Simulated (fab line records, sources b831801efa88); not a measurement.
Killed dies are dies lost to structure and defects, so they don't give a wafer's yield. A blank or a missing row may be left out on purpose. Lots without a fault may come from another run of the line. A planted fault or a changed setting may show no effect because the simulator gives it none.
fab line records | flow sky130
record lots=5 wafers=15 last_day=50
route steps=708 shown FIELD_ISO@17 NWELL@32 DNWELL@35 PWDE@45 SALICIDE@361 PAD_OPEN@708
lots that met no fault: from a run of the same line without faults
start_h: hours from the record's first day to the start of the lot's first wafer shown | wait_h: hours since the lot's step before | " the same as in the row above | L1.1+2: a row that stands for several wafers | - no value, or no start given | * or withheld: withheld | < > ~ a bound
route shown NAME@n: a module of which the file shows steps, and the number in the route of the first | usual: mean/standard deviation of fault-free wafers | same: alike in all rows | chamber/n: place in a boat | sites: the reading at each site | _std_site: their standard deviation | _edge_site: outer sites' mean less inner sites' | radius_mm: how far each site lies from the wafer's centre | mask NAME#n: copy n | behind: the tool/chamber that last shaped the wafer | hold: why the lot was held/for how many hours/how that ended | device: the transistor (n, p or np) that didn't switch | end of line: the same wafers' tests at the end of the route | a step without rows: its recipe alone | killed: dies lost to structure and defects at the first sort, not the wafer's yield | map: a wafer's dies, x killed, . not, _ none there
set.NAME: the setting as run; set.NAME@STEP: as run at that earlier step | model.NAME: the simulator's own value behind a step, which no gauge read
lots at some steps of the route; a table a step, a row a wafer
services: from which hour (start_h, from the record's first day; less than 0 if before it) a tool's chamber was out of use, for how many hours, and why
## steps
# step SKY_FIELD_ISO_STRIP_16
# recipe chemistry=O2/N2 power_w=1400 pressure_mtorr=1500 platen_temp_c=withheld o2_flow_sccm=3000 n2_flow_sccm=300 overash_fraction=0.5
# step SKY_FIELD_ISO_ETCH_17
# recipe target_depth_a=3420 mask_material=Si3N4 chemistry=HBr/Cl2/O2 target=Si taper_deg=5 icp_w=600 bias_w=150 pressure_mtorr=15 HBr_flow_sccm=150 Cl2_flow_sccm=40 O2_flow_sccm=6 time_s=97.7
# step SKY_FIELD_ISO_WET_ETCH_18
# recipe chemistry=H3PO4 target_depth_nm=25 temp_c=160 target=Si3N4 time_s=286
# step SKY_FIELD_ISO_CLEAN_19
# recipe chemistry=SC1/SC2 mix=1:4:20 temp_c=70 time_s=150
# step SKY_FIELD_ISO_CLEAN_20
# recipe chemistry=dHF time_s=20 dilution=100:1
# step SKY_FIELD_ISO_WET_ETCH_21
# recipe chemistry=dHF dilution=100:1 target_depth_nm=20 dry=ipa_marangoni target=SiO2 temp_c=25 time_s=400
# step SKY_FIELD_ISO_OXIDATION_22
# recipe temp_c=950 ambient=O2 stabilise_s=600 purge_s=300 target_thk_a=100 ox_time_s=623
# step SKY_FIELD_ISO_CVD_24
# recipe material=SiO2 target_thk_nm=595 temp_c=650 sigma_open_frac=0.3 time_s=99.2 sih4_flow_sccm=60 pressure_mtorr=6
# step SKY_FIELD_ISO_ANNEAL_26
# recipe temp_c=1000 time_s=1800 ambient=N2
# step SKY_FIELD_ISO_CMP_27
# recipe stop_on=Si3N4 t_overpolish_s=16 down_force_psi=4 platen_rpm=60 target_thk_nm=457.8 pad_velocity_m_s=0.94248
# step SKY_FIELD_ISO_WET_ETCH_28
# recipe chemistry=dHF target_depth_nm=23.7 target=SiO2 dilution=10:1 temp_c=25 time_s=47
# usual bath_heat_duty_pct=5.9/1.1 run_length_s=77/3.4
# columns lot.wafer tool chamber start_h wait_h bath_heat_duty_pct run_length_s model.SiO2_of_FIELD_ISO_CVD_24.thk_nm
L390.2 wet_bench-01 1 61.64 0.2 - - 458.6
L390.3 " 1 " " - - 459.8
L390.5 " 1 " " - - 459.2
L391.3 wet_bench-04 2 67.35 0.2 - - 456.7
L391.4 " 2 " " - - 457.4
L391.6 " 2 " " - - 458.4
L392.1 wet_bench-04 2 74.01 0.2 - - 458
L392.3 " 2 " " - - 457.6
L392.5 " 2 " " - - 458.1
L399.1 wet_bench-03 2 112.70 0.2 5.7 81 433.4
L399.2 " 2 " " 7.3 81 433.8
L399.4 " 2 " " 6.4 81 433.8
L408.1 wet_bench-04 2 157.91 0.1 4.4 80 434.1
L408.2 " 2 " " 3.6 80 435.4
L408.6 " 2 " " 4.6 80 434.4
# step SKY_FIELD_ISO_WET_ETCH_29
# recipe chemistry=H3PO4 target_depth_nm=160 target=Si3N4 temp_c=160 time_s=1825
# step SKY_FIELD_ISO_WET_ETCH_30
# recipe chemistry=dHF target_depth_nm=25 target=SiO2 dilution=10:1 temp_c=25 time_s=50
# step SKY_NWELL_CLEAN_00
# recipe chemistry=SC1/SC2 mix=1:4:20 temp_c=70 time_s=150 dry=n2_spin
# step SKY_NWELL_OXIDATION_01
# recipe temp_c=900 ambient=O2 stabilise_s=600 purge_s=300 target_thk_a=100 ox_time_s=1418
# step SKY_DNWELL_DEHYDRATE_00
# recipe temp_c=200 time_s=60
# step SKY_DNWELL_HMDS_01
# recipe prime_time_s=60 prime_temp_c=120
# step SKY_DNWELL_COAT_02
# recipe spin_rpm=2000 resist_thk_nm=3000
# step SKY_DNWELL_SOFTBAKE_03
# recipe temp_c=110 time_s=withheld
# step SKY_DNWELL_EXPOSE_04
# recipe mask_id=DNM na=0.57 target_cd_nm=3000 dose_mj=222
# step SKY_DNWELL_PEB_05
# recipe temp_c=115 time_s=withheld
# step SKY_DNWELL_DEVELOP_06
# recipe wall_angle_deg=90 developer=TMAH develop_time_s=60 dev_temp_c=23
# step SKY_DNWELL_IMPLANT_07
# recipe species=P energy_kev=withheld dose_cm2=withheld tilt_deg=withheld
# step SKY_DNWELL_STRIP_08
# recipe chemistry=O2/N2 power_w=1400 pressure_mtorr=1500 platen_temp_c=withheld o2_flow_sccm=3000 n2_flow_sccm=300 overash_fraction=0.5
# step SKY_PWDE_DEHYDRATE_00
# recipe temp_c=200 time_s=60
# step SKY_PWDE_HMDS_01
# recipe prime_time_s=60 prime_temp_c=120
# step SKY_PWDE_COAT_02
# recipe spin_rpm=2000 resist_thk_nm=3000
# step SKY_PWDE_SOFTBAKE_03
# recipe temp_c=110 time_s=withheld
# step SKY_PWDE_EXPOSE_04
# recipe mask_id=PWDEM na=0.6 source_shape=conventional sigma_outer=0.6 polarization=unpolarized target_cd_nm=840 dose_mj=214
# step SKY_PWDE_PEB_05
# recipe temp_c=115 time_s=withheld
# step SKY_PWDE_DEVELOP_06
# recipe wall_angle_deg=90 developer=TMAH develop_time_s=60 dev_temp_c=23
# step SKY_PWDE_IMPLANT_08
# recipe species=B energy_kev=150 dose_cm2=3.6e+12 tilt_deg=withheld
# step SKY_PWDE_STRIP_09
# recipe chemistry=O2/N2 power_w=1400 pressure_mtorr=1500 platen_temp_c=withheld o2_flow_sccm=3000 n2_flow_sccm=300 overash_fraction=0.5
# step SKY_NWELL_DEHYDRATE_03
# recipe temp_c=200 time_s=60
# step SKY_NWELL_HMDS_04
# recipe prime_time_s=60 prime_temp_c=120
# step SKY_NWELL_COAT_05
# recipe spin_rpm=2000 resist_thk_nm=3000
# step SKY_SALICIDE_CLEAN_00
# recipe chemistry=HF-last time_s=30 dilution=100:1 dry=ipa_marangoni
# columns lot.wafer tool chamber start_h wait_h model.SiO2_of_FIELD_ISO_CVD_24.thk_nm
L390.2 wet_bench-01 2 700.35 0.1 383.4
L390.3 " 2 " " 384.7
L390.5 " 2 " " 384.3
L391.3 wet_bench-01 2 709.29 0.1 381.4
L391.4 " 2 " " 381.6
L391.6 " 2 " " 383
L392.1 wet_bench-04 0 721.54 0.1 383
L392.3 " 0 " " 382.8
L392.5 " 0 " " 383.1
L399.1 wet_bench-01 3 778.84 0.1 357
L399.2 " 3 " " 357.3
L399.4 " 3 " " 357.6
L408.1 wet_bench-02 0 842.39 0.1 359.3
L408.2 " 0 " " 360.8
L408.6 " 0 " " 359.7
# step SKY_PAD_OPEN_PROBE_99
# usual killed_at_M0_to_M3=43/7.8 killed_at_M4_up=3.2/1.9 killed_at_contacts=24/5 killed_at_front_end=14/4.5 killed_at_other=0.2/0.41 killed_dies=84/9.6 killed_open=47/6.9 killed_short=38/6
# same gross_dies=492 killed_at_back_side=0
# columns lot.wafer tool chamber start_h wait_h killed_at_M0_to_M3 killed_at_M4_up killed_at_contacts killed_at_front_end killed_at_other killed_dies killed_open killed_short model.etest.res_p_drift_20v.line_ohm_um model.etest.res_p_drift_20v.rs_ohm_sq model.etest.pfet_16v.r_on_ohm_um model.etest.res_iso_pwell.rs_ohm_sq model.etest.res_iso_pwell.line_ohm_um model.etest.res_nwell.line_ohm_um model.etest.res_nwell.rs_ohm_sq model.etest.pfet_16v.drive_ua_um
L390.2 prober-01 - 1110.26 0.1 38 3 21 17 0 79 36 43 1.772e+04 1.447e+04 1.72e+04 4319 1659 1314 1121 217.4
L390.3 prober-01 - 1110.31 0.2 31 1 26 21 0 79 44 35 1.562e+04 1.317e+04 1.66e+04 3913 1480 1298 1084 229.7
L390.5 prober-01 - 1110.41 0.2 33 5 35 13 1 87 45 42 1.603e+04 1.342e+04 1.682e+04 4014 1534 1306 1104 224.6
L391.3 prober-02 - 1117.21 0.2 47 0 19 14 0 80 44 36 1.352e+04 1.137e+04 1.581e+04 3699 1385 1216 1035 240.6
L391.4 prober-02 - 1117.26 0.2 42 6 28 16 1 93 48 45 1.328e+04 1.093e+04 1.577e+04 3538 1346 1208 1026 241.1
L391.6 prober-02 - 1117.36 0.2 31 3 22 13 0 69 39 30 1.405e+04 1.143e+04 1.604e+04 3718 1414 1243 1048 236.4
L392.1 prober-01 - 1124.15 0.1 50 3 24 14 1 92 57 35 1.535e+04 1.276e+04 1.77e+04 4687 1791 1249 1084 208.8
L392.3 prober-01 - 1124.25 0.2 57 1 16 10 0 84 50 34 1.391e+04 1.171e+04 1.7e+04 4203 1618 1219 1042 222.2
L392.5 prober-01 - 1124.35 0.2 49 3 22 11 0 85 51 34 1.545e+04 1.298e+04 1.797e+04 4772 1850 1264 1088 204.7
L399.1 prober-02 - 1168.60 0.1 46 5 22 16 0 89 51 38 1.193e+04 9920 1.556e+04 3203 1194 1194 1001 237.8
L399.2 prober-02 - 1168.65 0.1 43 5 17 14 0 79 39 40 1.161e+04 9626 1.525e+04 3039 1138 1176 977.2 244.2
L399.4 prober-02 - 1168.75 0.2 42 6 28 10 0 86 48 38 1.098e+04 9257 1.514e+04 2913 1099 1161 959.9 244.2
L408.1 prober-01 - 1207.56 0.1 48 4 20 11 0 83 52 31 1.16e+04 9627 1.502e+04 3145 1211 1100 941.6 251.1
L408.2 prober-01 - 1207.61 0.1 41 1 26 24 0 92 57 35 1.141e+04 9711 1.507e+04 3150 1176 1107 940.9 248.4
L408.6 prober-01 - 1207.81 0.2 52 6 24 12 0 94 53 41 1.131e+04 9480 1.498e+04 3051 1148 1090 924 246.6
# killed by level:class
L390.2 METAL2:geometric_particle:short=9 VIA1:geometric_particle:open=7 LI_CONTACT:geometric_particle:open=6 CONTACT:geometric_particle:open=6 VIA1:geometric_particle:short=6 FIELD_ISO:geometric_particle:open=5 LOCAL_INTERCONNECT:geometric_particle:short=5 CONTACT:geometric_particle:short=4
L390.3 CONTACT:geometric_particle:open=10 LOCAL_INTERCONNECT:geometric_particle:short=7 FIELD_ISO:geometric_particle:open=6 LI_CONTACT:geometric_particle:open=6 VIA1:geometric_particle:open=6 METAL2:geometric_particle:short=5 POLY_GATE:geometric_particle:open=4 VIA2:geometric_particle:open=4
L390.5 LI_CONTACT:geometric_particle:open=15 VIA3:geometric_particle:open=8 LI_CONTACT:geometric_particle:short=7 METAL2:geometric_particle:short=7 CONTACT:geometric_particle:open=6 VIA2:geometric_particle:open=6 VIA1:geometric_particle:open=5 FIELD_ISO:geometric_particle:short=4
L391.3 VIA1:geometric_particle:open=12 POLY_GATE:geometric_particle:open=8 METAL1:geometric_particle:short=6 VIA3:geometric_particle:open=6 LI_CONTACT:geometric_particle:open=5 LOCAL_INTERCONNECT:geometric_particle:short=5 VIA2:geometric_particle:open=5 METAL3:geometric_particle:short=5
L391.4 CONTACT:geometric_particle:open=14 VIA1:geometric_particle:open=8 METAL2:geometric_particle:short=6 VIA3:geometric_particle:open=6 CONTACT:geometric_particle:short=6 METAL3:geometric_particle:short=5 FIELD_ISO:geometric_particle:short=4 VIA1:geometric_particle:short=4
L391.6 VIA1:geometric_particle:open=9 LI_CONTACT:geometric_particle:open=7 FIELD_ISO:geometric_particle:short=5 FIELD_ISO:geometric_particle:open=4 CONTACT:geometric_particle:open=4 LOCAL_INTERCONNECT:geometric_particle:short=4 CONTACT:geometric_particle:short=4 METAL1:geometric_particle:short=4
L392.1 VIA1:geometric_particle:open=11 CONTACT:geometric_particle:open=11 VIA3:geometric_particle:open=9 VIA2:geometric_particle:open=8 LI_CONTACT:geometric_particle:open=6 CONTACT:geometric_particle:short=6 POLY_GATE:geometric_particle:short=4 VIA2:geometric_particle:short=4
L392.3 VIA3:geometric_particle:open=12 VIA1:geometric_particle:open=12 VIA1:geometric_particle:short=7 VIA2:geometric_particle:open=6 METAL1:geometric_particle:short=5 LI_CONTACT:geometric_particle:open=5 FIELD_ISO:geometric_particle:open=3 POLY_GATE:geometric_particle:open=3
L392.5 VIA1:geometric_particle:open=14 VIA1:geometric_particle:short=11 CONTACT:geometric_particle:open=9 VIA2:geometric_particle:open=7 VIA3:geometric_particle:open=7 LI_CONTACT:geometric_particle:open=5 LOCAL_INTERCONNECT:geometric_particle:short=4 POLY_GATE:geometric_particle:short=4
L399.1 VIA2:geometric_particle:open=11 LI_CONTACT:geometric_particle:open=8 VIA1:geometric_particle:open=8 METAL2:geometric_particle:short=6 LOCAL_INTERCONNECT:geometric_particle:short=5 CONTACT:geometric_particle:open=5 METAL4:geometric_particle:short=5 VIA3:geometric_particle:open=5
L399.2 VIA3:geometric_particle:open=9 VIA1:geometric_particle:open=8 FIELD_ISO:geometric_particle:short=5 LI_CONTACT:geometric_particle:open=5 CONTACT:geometric_particle:short=5 METAL2:geometric_particle:short=5 METAL4:geometric_particle:short=5 CONTACT:geometric_particle:open=4
L399.4 VIA1:geometric_particle:open=14 CONTACT:geometric_particle:open=10 VIA2:geometric_particle:open=6 LI_CONTACT:geometric_particle:open=5 METAL4:geometric_particle:short=4 VIA1:geometric_particle:short=4 LOCAL_INTERCONNECT:geometric_particle:short=4 CONTACT:geometric_particle:short=4
L408.1 VIA1:geometric_particle:open=14 VIA3:geometric_particle:open=10 VIA1:geometric_particle:short=8 LI_CONTACT:geometric_particle:open=6 VIA2:geometric_particle:open=6 CONTACT:geometric_particle:open=5 LOCAL_INTERCONNECT:geometric_particle:short=4 CONTACT:geometric_particle:short=4
L408.2 POLY_GATE:geometric_particle:open=9 VIA1:geometric_particle:open=9 VIA2:geometric_particle:open=9 LI_CONTACT:geometric_particle:open=8 CONTACT:geometric_particle:open=7 FIELD_ISO:geometric_particle:open=6 LOCAL_INTERCONNECT:geometric_particle:short=5 CONTACT:geometric_particle:short=5
L408.6 VIA1:geometric_particle:open=11 METAL2:geometric_particle:short=11 LI_CONTACT:geometric_particle:open=10 CONTACT:geometric_particle:open=9 VIA2:geometric_particle:open=6 VIA3:geometric_particle:open=6 FIELD_ISO:geometric_particle:short=4 CONTACT:geometric_particle:short=4
## services
# columns tool chamber start_h hours kind
wet_bench-02 - 180.43 1.9 pm
wet_bench-04 - 246.29 0.5 repair
wet_bench-02 - 257.00 3.4 repair
wet_bench-04 - 374.08 3.6 repair
wet_bench-01 - 541.60 4.4 repair
wet_bench-02 - 618.81 4.1 repair
wet_bench-04 - 808.37 3.3 repair
wet_bench-04 - 834.59 1.9 pm
## key
first_sign step=SKY_FIELD_ISO_WET_ETCH_28 reading=tool_record direction=missing
effect none on later readings
model_effect step=SKY_FIELD_ISO_WET_ETCH_28 value=SiO2_of_FIELD_ISO_CVD_24.thk_nm without=434.5 struck=458.2
model_effect step=SKY_SALICIDE_CLEAN_00 value=SiO2_of_FIELD_ISO_CVD_24.thk_nm without=359.3 struck=383
model_effect step=SKY_PAD_OPEN_PROBE_99 value=etest.res_p_drift_20v.line_ohm_um without=1.218e+04 struck=1.499e+04
met_at SKY_FIELD_ISO_WET_ETCH_28
struck_wafers L390.2,L390.3,L390.5,L391.3,L391.4,L391.6,L392.1,L392.3,L392.5
tester_left_out L390,L391,L392
fault kind=skipped_step_whole tool=wet_bench-01,wet_bench-04 chamber=- onset_h=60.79 steps=SKY_FIELD_ISO_WET_ETCH_28 scope=struck_lots_only
# tester_left_out: of these lots the tester's yield and bins aren't shown, on N5 and GAA mostly nor the transistor test; their killed dies are dies lost to structure and defects alone, not to doping, threshold or leakage, so they don't give the yield
